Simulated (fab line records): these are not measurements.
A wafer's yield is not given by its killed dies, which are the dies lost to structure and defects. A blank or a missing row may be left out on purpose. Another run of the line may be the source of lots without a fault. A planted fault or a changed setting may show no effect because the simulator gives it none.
fab line records	flow sky130
[record] lots = 4	wafers = 12	last-day = 50
route steps=708 shown VIA2@527 METAL3@532 CAPM@537 PAD_OPEN@708
lots that met no fault: taken from a fault-free run of the same line
start-h: start of the lot's first displayed wafer, in hours after the record's first day	wait-h: how many hours have passed since the lot's step before this one	" the same as in the row above	L1.1+2: a single row standing in for several wafers	- value missing, or start not given	* or withheld: withheld	< > ~ a bound
route shown NAME@n: names a module that has steps shown in the file, with the first one's number in the route	usual: mean/standard deviation taken from wafers without a fault	same: alike in all rows	chamber/n: place in a boat	sites: each site's reading	_std_site: standard deviation across them	_edge_site: mean of outer sites minus mean of inner sites	radius-mm: for every site, how far away it sits from the centre of the wafer	mask NAME#n: copy n	behind: the last tool/chamber to shape the wafer	hold: cause of the lot's hold/its duration in hours/its outcome	device: the n, p or np transistor that did not switch	end of line: the tests these same wafers got at the end of their route	for a step that has no rows: nothing shown but its recipe	killed: dies lost to structure and defects at the first sort, not the wafer's yield	map: shows each die of a wafer: x if killed, . if not, _ if none is there
set.NAME: the setting that was run; set.NAME@STEP: the one run at that earlier step	model.NAME: the simulator's own value behind a step, which no gauge read
lots at some steps of the route; a table a step, a row a wafer
services: a tool's chamber out of use, with start hour (start-h, from the record's first day; less than 0 if before it), hours out, and reason
[[steps]]
[step SKY_VIA2_SPUTTER_20]
[recipe] material = TiN	target-thk-nm = 20	chamber-pressure-pa = 5	power-w = 4000	time-s = 80
[step SKY_VIA2_CVD_21]
[recipe] material = W	target-thk-nm = 420	time-s = 126.4	temp-c = 400	pressure-torr = 40
[step SKY_VIA2_CMP_24]
[recipe] stop-on = SiO2	t-overpolish-s = 20	down-force-psi = 3.5	platen-rpm = 60	target-thk-nm = 0	pad-velocity-m-s = 0.94248
[step SKY_METAL3_SPUTTER_00]
[recipe] material = Ti	target-thk-nm = 15	power-w = 3000	time-s = 10	chamber-pressure-pa = 0.4
[step SKY_METAL3_SPUTTER_01]
[recipe] material = TiN	target-thk-nm = 20	power-w = 6500	time-s = 16.7	chamber-pressure-pa = 0.4
[step SKY_METAL3_SPUTTER_02]
[recipe] material = AlCu	target-thk-nm = 735	power-w = 10600	time-s = 39.1	chamber-pressure-pa = 0.4
[step SKY_METAL3_SPUTTER_03]
[recipe] material = Ti	target-thk-nm = 5	power-w = 3000	time-s = 3.3	chamber-pressure-pa = 0.4
[step SKY_METAL3_SPUTTER_04]
[recipe] material = TiN	target-thk-nm = 70	power-w = 6500	time-s = 58.3	chamber-pressure-pa = 0.4
[step SKY_CAPM_CVD_00]
[recipe] material = SiO2	target-thk-nm = 15.5	temp-c = 400	time-s = withheld	rf-w = 450
[step SKY_CAPM_SPUTTER_02]
[recipe] material = TiN	target-thk-nm = 200	temp-c = 300	power-w = 6500	time-s = 166.7	chamber-pressure-pa = 0.4
[usual] cathode-dc-power-W = 6500.3/1.1	throttle-valve-pct = 30.2/1
[same] time-s = 166.7
lot.wafer	tool	chamber	start-h	wait-h	cathode-dc-power-W	throttle-valve-pct	model.TiN_of_CAPM_SPUTTER_02.thk-nm
L264.1	pvd-sputter-04	-	896.69	0.1	6500.1	30.7	200.4
L264.2	"	-	"	"	6497.7	30.7	201.7
L264.5	"	-	"	"	6498.1	29.4	201.7
L278.3	pvd-sputter-04	-	992.69	0.0	6499.5	31.0	197.3
L278.4	"	-	"	"	6500.5	29.3	199.8
L278.5	"	-	"	"	10028	30.8	304.8
L279.2	pvd-sputter-04	-	1008.74	0.0	10030	30.8	309.3
L279.3	"	-	"	"	6500.2	31.1	200.4
L279.5	"	-	"	"	6497.4	30.9	199.1
L281.1	pvd-sputter-02	-	1009.39	0.1	6501.5	31.7	201.4
L281.2	"	-	"	"	6499.9	28.9	202.5
L281.4	"	-	"	"	6500.9	28.7	199.6
[step SKY_CAPM_RS_MEAS_03]
[recipe] thk-meas-gauge = four-point-probe	reads = TiN_of_CAPM_SPUTTER_02
[usual] CAPM_TIN_RS = 6.89/0.062
lot.wafer	tool	chamber	start-h	wait-h	CAPM_TIN_RS[ohm/sq]
L264.1	film-metro-03	-	896.80	0.1	6.90
L264.2	"	-	"	"	6.87
L264.5	"	-	"	"	6.85
L278.3	film-metro-03	-	992.84	0.1	7.01
L278.4	"	-	"	"	6.91
L278.5	"	-	"	"	4.51
L279.2	film-metro-02	-	1008.86	0.1	4.44
L279.3	"	-	"	"	6.91
L279.5	"	-	"	"	6.95
L281.1	film-metro-03	-	1009.51	0.1	6.86
L281.2	"	-	"	"	6.82
L281.4	"	-	"	"	6.92
[step SKY_CAPM_THK_MEAS_04]
[recipe] thk-meas-gauge = xrf	reads = TiN_of_CAPM_SPUTTER_02
[usual] CAPM_TIN_THK = 200.6/2.5
lot.wafer	tool	chamber	start-h	wait-h	CAPM_TIN_THK[nm]
L264.1	film-metro-03	-	896.92	0.1	198.7
L264.2	"	-	"	"	200.3
L264.5	"	-	"	"	200.2
L278.3	film-metro-03	-	992.94	0.1	194.8
L278.4	"	-	"	"	197.9
L278.5	"	-	"	"	301.1
L279.2	film-metro-02	-	1008.97	0.1	310.2
L279.3	"	-	"	"	200.7
L279.5	"	-	"	"	200.2
L281.1	film-metro-03	-	1009.63	0.1	200.5
L281.2	"	-	"	"	200.7
L281.4	"	-	"	"	197.5
[step SKY_CAPM_DEHYDRATE_05]
[recipe] temp-c = 200	time-s = 60
[step SKY_CAPM_HMDS_06]
[recipe] prime-time-s = 60	prime-temp-c = 120
[step SKY_CAPM_COAT_07]
[recipe] resist = NOVOLAK	spin-rpm = 3000	resist-thk-nm = 1140
[step SKY_CAPM_SOFTBAKE_08]
[recipe] temp-c = 90	time-s = 60	resist = NOVOLAK
[step SKY_CAPM_EXPOSE_09]
[recipe] mask-id = CAPM	na = 0.6	source-shape = conventional	sigma-outer = 0.6	polarization = unpolarized	target-cd-nm = 1000	dose-mj = 159
[step SKY_CAPM_PEB_10]
[recipe] temp-c = withheld	time-s = *	resist = NOVOLAK
[step SKY_CAPM_DEVELOP_11]
[recipe] resist = NOVOLAK	developer = TMAH	develop-time-s = 60	dev-temp-c = 23
[step SKY_CAPM_METAL_ETCH_13]
[recipe] target-depth-nm = 220	stop-on = SiO2	chemistry = Cl2/BCl3	target = TiN	pressure-mtorr = 10	icp-w = 900	bias-w = 48.5	Cl2_flow_sccm = 60	bcl3-flow-sccm = 30	time-s = 62.9
[usual] drypump-motor-current-A = 5.62/0.2	oes-product-au = 0.943/0.0063	throttle-valve-pct = 21.900/0.009
[same] time-s = 62.9
lot.wafer	tool	chamber	start-h	wait-h	drypump-motor-current-A	oes-product-au	rf-hours-counter-h	throttle-valve-pct
L264.1	rie-metal-02	0	920.86	0.0	5.78	0.943	17	21.907
L264.2	"	1	"	"	5.67	0.951	9	21.907
L264.5	"	0	"	"	5.77	0.945	-	21.899
L278.3	rie-metal-01	0	1015.19	0.0	5.18	0.932	-	21.901
L278.4	"	1	"	"	5.76	0.943	-	21.912
L278.5	"	1	"	"	5.79	0.998	-	21.857
L279.2	rie-metal-02	1	1031.77	0.0	5.64	0.999	15	21.872
L279.3	"	1	"	"	5.63	0.946	-	21.891
L279.5	"	1	"	"	5.65	0.932	-	21.918
L281.1	rie-metal-01	1	1032.36	0.0	5.77	0.946	15	21.899
L281.2	"	0	"	"	5.21	0.956	18	21.895
L281.4	"	0	"	"	5.20	0.933	-	21.906
[step SKY_CAPM_STRIP_14]
[recipe] chemistry = O2/N2	power-w = 1400	pressure-mtorr = 1500	platen-temp-c = withheld	o2-flow-sccm = 3000	n2-flow-sccm = 300	overash-fraction = 0.5
[step SKY_CAPM_STRIP_15]
[recipe] chemistry = post-etch-residue-remover	time-s = 1200	temp-c = 72.5
[step SKY_CAPM_CLEAN_16]
[recipe] chemistry = IPA	time-s = 180	temp-c = 25
[step SKY_CAPM_CLEAN_17]
[recipe] chemistry = O3/DIW	dry = n2-spin
[step SKY_METAL3_DEHYDRATE_05]
[recipe] temp-c = 200	time-s = 60
[step SKY_METAL3_HMDS_06]
[recipe] prime-time-s = 60	prime-temp-c = 120
[step SKY_METAL3_COAT_07]
[recipe] resist = BARC	temp-c = withheld	time-s = withheld	spin-rpm = 3000	resist-thk-nm = 60
[step SKY_METAL3_COAT_08]
[recipe] resist = KrF-thick	spin-rpm = 3000	resist-thk-nm = 1140
[step SKY_METAL3_SOFTBAKE_09]
[recipe] temp-c = 100	time-s = 90	resist = KrF-thick
[step SKY_METAL3_EXPOSE_10]
[recipe] mask-id = MM3	na = 0.68	source-shape = annular	sigma-inner = 0.4	sigma-outer = 0.8	target-cd-nm = 300	dose-mj = 28
[step SKY_METAL3_PEB_11]
[recipe] peb-temp-c = withheld	peb-time-s = withheld	resist = KrF-thick
[step SKY_METAL3_DEVELOP_12]
[recipe] develop-time-s = 60	resist = KrF-thick	dev-temp-c = 21
[step SKY_METAL3_DESCUM_15]
[recipe] chemistry = O2	source-power-w = 150	bias-power-w = 0	pressure-mtorr = 10	temp-c = 40	time-s = 8
[step SKY_METAL3_ETCH_16]
[recipe] chemistry = N2/H2	target = BARC	ion-energy-ev = 200	bias-w = 100	pressure-mtorr = 30	n2-flow-sccm = 100	h2-flow-sccm = 200	icp-w = 500	stop-on = SiO2	time-s = 88.2	target-depth-a = 600
[step SKY_METAL3_ETCH_17]
[recipe] target = SiO2	stop-on = TiN	chemistry = C4F8/O2/Ar	source-w = 1500	bias-w = 1200	pressure-mtorr = 40	c4f8-flow-sccm = withheld	O2_flow_sccm = 6	Ar_flow_sccm = 300	time-s = 3.9	target-depth-a = 150
[step SKY_METAL3_METAL_ETCH_18]
[recipe] target-depth-a = 8450	stop-on = SiO2	over-etch-frac = 0.3	time-s = 183.1	chemistry = Cl2/BCl3	resist-sidewall-deg = 88	pressure-mtorr = 10	icp-w = 900	bias-w = 48.5	Cl2_flow_sccm = 60	bcl3-flow-sccm = 30
[step SKY_METAL3_STRIP_20]
[recipe] chemistry = post-etch-residue-remover	time-s = 1200	temp-c = 72.5
[usual] temp-c = 72.52/0.13
[same] time-s = 1200
lot.wafer	tool	chamber	start-h	wait-h	temp-c	model.TiN_of_CAPM_SPUTTER_02.thk-nm
L264.1	wet-bench-02	0	946.46	0.1	72.26	199.6
L264.2	"	0	"	"	72.21	200.8
L264.5	"	0	"	"	72.41	200.9
L278.3	wet-bench-01	0	1039.21	0.0	72.29	196.4
L278.4	"	0	"	"	72.47	198.9
L278.5	"	0	"	"	72.52	303.9
L279.2	wet-bench-02	3	1054.97	0.1	72.51	308.4
L279.3	"	3	"	"	72.46	199.6
L279.5	"	3	"	"	72.55	198.3
L281.1	wet-bench-04	2	1055.26	0.1	72.59	200.5
L281.2	"	2	"	"	72.41	201.7
L281.4	"	2	"	"	72.51	198.7
[step SKY_PAD_OPEN_PROBE_99]
[usual] defect-limited-yield = 82.5/1.9	killed_at_M0_to_M3 = 44/7.2	killed_at_M4_up = 3.1/1.7	killed-at-contacts = 25/5.1	killed-at-front-end = 14/4.6	killed-at-other = 0.3/0.59	killed-dies = 86/9.6	killed-open = 47/7.4	killed-short = 39/6
[same] gross-dies = 492	killed-at-back-side = 0
lot.wafer	tool	chamber	start-h	wait-h	defect-limited-yield[%]	killed_at_M0_to_M3	killed_at_M4_up	killed-at-contacts	killed-at-front-end	killed-at-other	killed-dies	killed-open	killed-short	model.etest.tester.sort-n-pass	model.etest.tester.sort-yield-pct	model.etest.tester.sort_bin_4_pct	model.etest.met3.line-ohm-um	model.etest.via3-chain.rc-ohm	model.etest.tester.sort_bin_3_pct	model.etest.met3.rs-ohm-sq	model.etest.cap-mim.plate-ohm-sq
L264.1	prober-02	-	1109.70	0.1	82.3	49	3	21	14	0	87	46	41	405	82.32	0	0.1378	9.549	1.016	0.04192	5.946
L264.2	prober-02	-	1109.75	0.1	83.7	46	3	27	4	0	80	52	28	412	83.74	0	0.1412	9.932	1.016	0.04249	5.948
L264.5	prober-02	-	1109.90	0.2	85.2	38	1	24	10	0	73	31	42	419	85.16	0	0.1427	9.711	0.813	0.04267	5.951
L278.3	prober-02	-	1183.10	0.2	79.9	41	6	34	18	0	99	56	43	393	79.88	0	0.1418	9.937	0.813	0.04256	6.045
L278.4	prober-02	-	1183.15	0.2	82.1	42	5	26	15	0	88	52	36	404	82.11	0	0.1434	9.854	0.6098	0.04304	6.021
L278.5	prober-02	-	1183.20	0.2	80.9	51	6	22	15	0	94	49	45	0	0	61.53	45.27	44.02	19.57	13.66	3.978
L279.2	prober-01	-	1194.20	0.1	81.9	50	2	22	15	0	89	54	35	0	0	62.4	44.76	41.84	20.73	13.5	3.857
L279.3	prober-01	-	1194.25	0.2	79.9	59	1	30	8	1	99	62	37	393	79.88	0	0.1426	9.256	1.423	0.04276	6.033
L279.5	prober-01	-	1194.35	0.2	83.5	40	2	25	14	0	81	42	39	411	83.54	0	0.1424	9.824	0.6098	0.04235	6.003
L281.1	prober-02	-	1195.45	0.1	80.3	42	4	34	16	1	97	51	46	395	80.28	0	0.1417	9.763	1.016	0.04239	6.011
L281.2	prober-02	-	1195.50	0.1	84.3	38	5	19	15	0	77	37	40	415	84.35	0	0.1454	9.494	0.4065	0.04261	5.884
L281.4	prober-02	-	1195.60	0.2	83.1	39	4	21	19	0	83	42	41	409	83.13	0	0.1469	9.776	0.813	0.04245	6.036
// killed by level:class
L264.1 VIA1:geometric-particle:open=11 CONTACT:geometric-particle:open=8 METAL2:geometric-particle:short=7 FIELD_ISO:geometric-particle:open=6 VIA2:geometric-particle:open=6 CONTACT:geometric-particle:short=5 VIA2:geometric-particle:short=5 VIA1:geometric-particle:short=4
L264.2 CONTACT:geometric-particle:open=16 VIA1:geometric-particle:open=11 VIA2:geometric-particle:open=9 LI_CONTACT:geometric-particle:open=6 METAL2:geometric-particle:short=6 METAL3:geometric-particle:short=5 VIA3:geometric-particle:open=5 METAL1:geometric-particle:short=4
L264.5 CONTACT:geometric-particle:short=8 VIA1:geometric-particle:open=7 LI_CONTACT:geometric-particle:open=6 CONTACT:geometric-particle:open=6 METAL1:geometric-particle:short=6 METAL3:geometric-particle:short=5 VIA3:geometric-particle:open=5 VIA1:geometric-particle:short=5
L278.3 CONTACT:geometric-particle:open=13 VIA1:geometric-particle:open=9 FIELD_ISO:geometric-particle:open=7 LI_CONTACT:geometric-particle:open=7 LOCAL_INTERCONNECT:geometric-particle:short=7 VIA3:geometric-particle:short=6 FIELD_ISO:geometric-particle:short=5 CONTACT:geometric-particle:short=5
L278.4 LI_CONTACT:geometric-particle:open=9 VIA1:geometric-particle:open=7 VIA2:geometric-particle:open=7 FIELD_ISO:geometric-particle:open=6 CONTACT:geometric-particle:short=5 METAL1:geometric-particle:open=5 METAL4:geometric-particle:short=5 METAL1:geometric-particle:short=4
L278.5 CONTACT:geometric-particle:open=13 VIA1:geometric-particle:open=12 VIA3:geometric-particle:open=7 FIELD_ISO:geometric-particle:short=6 METAL2:geometric-particle:short=6 VIA3:geometric-particle:short=6 CONTACT:geometric-particle:short=5 METAL1:geometric-particle:short=5
L279.2 VIA1:geometric-particle:open=19 LI_CONTACT:geometric-particle:open=7 POLY_GATE:geometric-particle:open=6 CONTACT:geometric-particle:open=6 VIA1:geometric-particle:short=6 VIA2:geometric-particle:open=5 LOCAL_INTERCONNECT:geometric-particle:short=4 VIA3:geometric-particle:open=4
L279.3 CONTACT:geometric-particle:open=12 VIA1:geometric-particle:open=10 VIA2:geometric-particle:open=10 LI_CONTACT:geometric-particle:open=9 VIA3:geometric-particle:open=9 METAL2:geometric-particle:short=7 VIA1:geometric-particle:short=4 VIA3:geometric-particle:short=4
L279.5 CONTACT:geometric-particle:open=9 METAL1:geometric-particle:short=7 LI_CONTACT:geometric-particle:open=6 VIA3:geometric-particle:open=6 VIA1:geometric-particle:open=6 VIA2:geometric-particle:open=6 FIELD_ISO:geometric-particle:open=5 VIA1:geometric-particle:short=5
L281.1 CONTACT:geometric-particle:open=13 LI_CONTACT:geometric-particle:open=10 METAL1:geometric-particle:short=10 LOCAL_INTERCONNECT:geometric-particle:short=7 VIA3:geometric-particle:open=6 VIA1:geometric-particle:open=5 VIA2:geometric-particle:open=5 VIA2:geometric-particle:short=4
L281.2 LI_CONTACT:geometric-particle:open=9 VIA2:geometric-particle:open=8 VIA3:geometric-particle:short=7 POLY_GATE:geometric-particle:short=5 METAL2:geometric-particle:short=5 POLY_GATE:geometric-particle:open=4 CONTACT:geometric-particle:open=4 METAL1:geometric-particle:short=4
L281.4 LI_CONTACT:geometric-particle:open=11 METAL1:geometric-particle:short=8 VIA1:geometric-particle:open=8 POLY_GATE:geometric-particle:short=7 VIA1:geometric-particle:short=7 VIA2:geometric-particle:open=6 FIELD_ISO:geometric-particle:open=5 METAL4:geometric-particle:short=4
[[services]]
tool	chamber	start-h	hours	kind
pvd-sputter-02	-	911.20	1.0	repair
rie-metal-02	-	950.38	5.2	repair
pvd-sputter-04	2	971.81	-	consumable-replace:kit
pvd-sputter-04	2	971.81	18.0	scheduled-down
pvd-sputter-04	2	971.81	18.0	vent-cycle
rie-metal-02	0	978.26	2.7	repair
rie-metal-02	0	980.98	-	clean
rie-metal-02	0	980.98	23.7	scheduled-down
rie-metal-02	0	980.98	23.7	vent-cycle
pvd-sputter-04	-	982.18	7.5	repair
rie-metal-02	-	1002.39	0.5	repair
pvd-sputter-02	2	1012.30	-	consumable-replace:kit
pvd-sputter-02	2	1012.30	18.0	scheduled-down
pvd-sputter-02	2	1012.30	18.0	vent-cycle
pvd-sputter-04	-	1030.24	6.7	repair
[[key]]
[first-sign] step = SKY_CAPM_SPUTTER_02	reading = cathode-dc-power-W	direction = up	sigmas = 99+	usual = 6500.3	struck = 10029
[effect] step = SKY_CAPM_RS_MEAS_03	reading = CAPM_TIN_RS	direction = down	sigmas = 39	usual = 6.89	struck = 4.47
[effect] step = SKY_CAPM_THK_MEAS_04	reading = CAPM_TIN_THK	direction = up	sigmas = 42	usual = 200.6	struck = 305.6
[effect] step = SKY_CAPM_METAL_ETCH_13	reading = oes-product-au	direction = up	sigmas = 8.8	usual = 0.943	struck = 0.998
[model-effect] step = SKY_CAPM_SPUTTER_02	value = TiN_of_CAPM_SPUTTER_02.thk-nm	without = 198.4	struck = 307
[model-effect] step = SKY_METAL3_STRIP_20	value = TiN_of_CAPM_SPUTTER_02.thk-nm	without = 197.6	struck = 306.2
[model-effect] step = SKY_PAD_OPEN_PROBE_99	value = etest.tester.sort-n-pass	without = 400.5	struck = 0
met-at SKY_CAPM_SPUTTER_02
struck-wafers L278.5,L279.2
onset-between 896.69 992.69
[fault] kind = process-parameter-drift	tool = pvd-sputter-04	chamber = -	onset-h = 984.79	steps = SKY_CAPM_SPUTTER_02	channel = power-w	offset = *	shape = step	end-h = 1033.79	acts-in = *	stated = *	scope = struck-wafers-only
